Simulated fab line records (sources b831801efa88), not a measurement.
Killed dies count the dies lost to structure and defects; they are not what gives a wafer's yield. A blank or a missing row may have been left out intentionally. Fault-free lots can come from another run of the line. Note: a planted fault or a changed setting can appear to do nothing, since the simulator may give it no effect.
Tool commonality check | flow gf180mcu | 13 lots and 39 wafers in the sample

== THE REASON FOR OPENING IT ==
At GF_POLY_GATE_CD_MEAS_10 the reading cd-nm is flagged on 1 of 13 lots. Wafers without a fault read 280.0 nm, standard deviation 1.4.
Rule: flag the lot when none of its wafers has a number, or when each of its wafers that has one lies beyond 4 standard deviations from that mean. The other lots count as sound.

lot  | measured     | on        | cd-nm (nm), wafer by wafer | flag
L652 | day 9 15:00  | cd-sem-01 | 279.5 279.9 280.1          |
L653 | day 10 05:00 | cd-sem-01 | 277.0 277.5 277.9          |
L654 | day 10 12:45 | cd-sem-01 | 281.8 281.7 282.2          |
L655 | day 10 13:08 | cd-sem-01 | 280.6 280.2 281.1          |
L656 | day 10 19:37 | cd-sem-02 | 279.9 280.4 279.0          |
L659 | day 11 22:06 | cd-sem-02 | 279.9 280.2 280.8          |
L660 | day 12 04:51 | cd-sem-01 | 282.1 281.9 282.0          |
L666 | day 13 18:52 | cd-sem-01 | 322.6 322.2 322.3          | FLAGGED
L670 | day 15 01:28 | cd-sem-02 | 281.7 281.9 283.2          |
L671 | day 15 11:20 | cd-sem-02 | 280.2 281.6 279.9          |
L672 | day 15 17:47 | cd-sem-02 | 279.4 279.7 278.4          |
L673 | day 16 05:39 | cd-sem-01 | 279.8 279.8 280.1          |
L674 | day 16 14:46 | cd-sem-01 | 280.5 280.9 280.1          |
On average the flagged lots' numbers are 322.4 nm, which is +42.4 nm against the usual, or +30 standard deviations.

== WHICH TOOL RAN EACH LOT ==
The record keeps 1 process step preceding the reading, out of 602 steps on the route. Every cell lists first the tool, next ch and the chambers used by the sampled wafers, and last the start.
lot  | flag    | GF_POLY_GATE_EXPOSE_07
L652 |         | krf-scanner-01 ch 0, day 9 06:28
L653 |         | krf-scanner-02 ch 0, day 9 19:38
L654 |         | krf-scanner-02 ch 0, day 10 03:57
L655 |         | krf-scanner-01 ch 0, day 10 04:14
L656 |         | krf-scanner-02 ch 0, day 10 09:56
L659 |         | krf-scanner-01 ch 0, day 11 12:28
L660 |         | krf-scanner-02 ch 0, day 11 19:01
L666 | FLAGGED | krf-scanner-01 ch 0, day 13 08:41
L670 |         | krf-scanner-01 ch 0, day 14 15:02
L671 |         | krf-scanner-01 ch 0, day 15 00:15
L672 |         | krf-scanner-01 ch 0, day 15 06:47
L673 |         | krf-scanner-02 ch 0, day 15 18:37
L674 |         | krf-scanner-01 ch 0, day 16 03:12
What these steps do:
- GF_POLY_GATE_EXPOSE_07: exposes mask Poly2, target cd 280 nm.
- GF_POLY_GATE_CD_MEAS_10: target cd 280 nm.

== FLAGGED AGAINST TOTAL, ONE TOOL AT A TIME (gauges that did the reading follow at the end) ==
step                    | tool           | lots run | flagged | share of the flagged lots | sound lots run after its first flagged lot
GF_POLY_GATE_EXPOSE_07  | krf-scanner-01 | 8        | 1       | all                       | 4 (L670,L671,L672,L674)
GF_POLY_GATE_EXPOSE_07  | krf-scanner-02 | 5        | 0       | none                      | -
GF_POLY_GATE_CD_MEAS_10 | cd-sem-01      | 8        | 1       | all                       | 2 (L673,L674)
GF_POLY_GATE_CD_MEAS_10 | cd-sem-02      | 5        | 0       | none                      | -

== WHAT THE TABLE ALLOWS ==
2 rows of the table ran every flagged lot: krf-scanner-01 at GF_POLY_GATE_EXPOSE_07, cd-sem-01 at GF_POLY_GATE_CD_MEAS_10.
- krf-scanner-01 at GF_POLY_GATE_EXPOSE_07: 1 of its 8 lots flagged. Sound lots followed the first flagged one (L670, L671, L672, L674) on it, something a lasting fault affecting the whole tool could not allow.
- cd-sem-01 at GF_POLY_GATE_CD_MEAS_10: 1 of its 8 lots flagged. Sound lots followed the first flagged one (L673, L674) on it, something a lasting fault affecting the whole tool could not allow.
None of the table's rows ran every flagged lot and, after the first, no sound lot.

== WHAT HAD BEEN PUT IN BY THE SIMULATOR ==
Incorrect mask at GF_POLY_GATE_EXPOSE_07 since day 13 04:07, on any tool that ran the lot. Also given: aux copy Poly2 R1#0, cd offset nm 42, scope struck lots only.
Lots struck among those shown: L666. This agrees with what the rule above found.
